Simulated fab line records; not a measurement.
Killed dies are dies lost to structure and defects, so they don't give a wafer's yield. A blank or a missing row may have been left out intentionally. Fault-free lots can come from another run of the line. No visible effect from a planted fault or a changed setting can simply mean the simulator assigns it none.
A lot that was struck, set against a sound lot + flow gf180mcu + 23 out of 602 route steps
Sound: wafers L705.2, L705.3, L705.5. The struck wafers were L701.1, L701.2, L701.4. The cause comes at the end.
For every step that has rows: the tool of each side, followed by ch and its chambers, followed by its first start. Under that, the readings that differ: sound wafers + struck wafers + difference of the means + sigmas: that difference in standard deviations of wafers without a fault.
alike: readings whose means differ by less than 2 such deviations, and words and numbers that are the same on both sides. not compared: withheld readings, readings that some wafer has no value for, bounds like >300 that may hide the same value, and numbers for which the record gives no deviation and whose values overlap.
A row with sigmas, a row that says differs or no value, or rows on one side alone: a step with any of these is where the two part. Numbers that don't overlap but have no deviation are shown without sigmas and don't part them. A reading missing from all wafers of one side parts the sides only when that side holds two or more wafers.

first, 8 steps without rows for these wafers: GF_DNWELL_DEHYDRATE_00 (time 60 s); GF_DNWELL_HMDS_01 (prime time 60 s); GF_DNWELL_COAT_02 (resist thk 3000 nm); GF_DNWELL_SOFTBAKE_03; GF_DNWELL_EXPOSE_04 (exposes mask DNWELL, target cd 1700 nm); GF_DNWELL_PEB_05; GF_DNWELL_DEVELOP_06 (develop time 60 s); GF_DNWELL_IMPLANT_07.
GF_DNWELL_STRIP_08: strips in O2/N2.
  sound on plasmaAsher-04 ch 0,1, day 6 08:01; struck on plasmaAsher-03 ch 0,1, day 5 10:29
| reading                  | sound             | struck            | difference | sigmas |
|--------------------------|-------------------|-------------------|------------|--------|
| stripTimeToEndpointS (s) | 37.03 37.08 37.12 | 36.90 36.93 36.86 | -0.18      | -2     |
  alike: drypumpMotorCurrentA, heaterPowerW, oesProductAu
  not compared: rfHoursCounterH
GF_DNWELL_TW_MEAS_09:
  sound: filmMetro-04 at day 6 08:07; struck: filmMetro-01 at day 5 10:35
  alike: DNWELL_TW
then, 2 steps without rows for these wafers: GF_NWELL_DEHYDRATE_00 (time 60 s); GF_NWELL_HMDS_01 (prime time 60 s).
GF_NWELL_COAT_02: resist thk 3000 nm.
  sound on lithoTrack-04 ch 0, day 6 15:04; struck on lithoTrack-02 ch 0, day 5 17:17
| reading                                | sound                | struck               | difference | sigmas |
|----------------------------------------|----------------------|----------------------|------------|--------|
| spinSpeedRpm (rpm)                     | 2002.4 2000.6 1998.8 | 2114.1 2115.4 2115.6 | +114.4     | +88    |
| model.coat_of_NWELL_COAT_02.thkNm (nm) | 3001 3008 2998       | 2938 2921 2925       | -74        |        |
then, 3 steps without rows for these wafers: GF_NWELL_SOFTBAKE_03; GF_NWELL_EXPOSE_04 (exposes mask Nwell, target cd 860 nm); GF_NWELL_PEB_05.
GF_NWELL_DEVELOP_06: develop time 60 s.
  sound: lithoTrack-04 ch 0; struck: lithoTrack-01 ch 0
| reading                                | sound          | struck         | difference | sigmas |
|----------------------------------------|----------------|----------------|------------|--------|
| model.coat_of_NWELL_COAT_02.thkNm (nm) | 2999 3007 2997 | 2937 2920 2924 | -74        |        |
GF_NWELL_OVL_MEAS_07:
  sound: overlay-01 at day 6 22:54; struck: overlay-01 at day 6 00:59
  alike: NWELL_OVL
then, 2 steps without rows for these wafers: GF_NWELL_IMPLANT_08; GF_NWELL_IMPLANT_09.
GF_NWELL_STRIP_10: strips in O2/N2.
  sound on plasmaAsher-02 ch 1, day 6 23:14; struck on plasmaAsher-02 ch 0,1, day 6 01:20
| reading                  | sound             | struck            | difference | sigmas |
|--------------------------|-------------------|-------------------|------------|--------|
| drypumpMotorCurrentA (A) | 6.64 6.67 6.65    | 6.63 6.05 6.05    | -0.41      | -2     |
| stripTimeToEndpointS (s) | 36.98 37.04 36.93 | 36.27 36.05 36.09 | -0.85      | -9     |
  alike: heaterPowerW, oesProductAu
  not compared: rfHoursCounterH
GF_NWELL_TW_MEAS_11:
  sound: filmMetro-03 at day 6 23:20; struck: filmMetro-04 at day 6 01:33
| reading  | sound          | struck         | difference | sigmas |
|----------|----------------|----------------|------------|--------|
| NWELL_TW | 1588 1595 1587 | 1560 1567 1568 | -25        | -2     |
then, 1 step without rows for these wafers: GF_PASSIVATION_PROBE_99.

== WHERE THEY PART ==
At GF_DNWELL_STRIP_08 first; at GF_NWELL_TW_MEAS_11 last (within this record only).

WHY: whatever the simulator had introduced
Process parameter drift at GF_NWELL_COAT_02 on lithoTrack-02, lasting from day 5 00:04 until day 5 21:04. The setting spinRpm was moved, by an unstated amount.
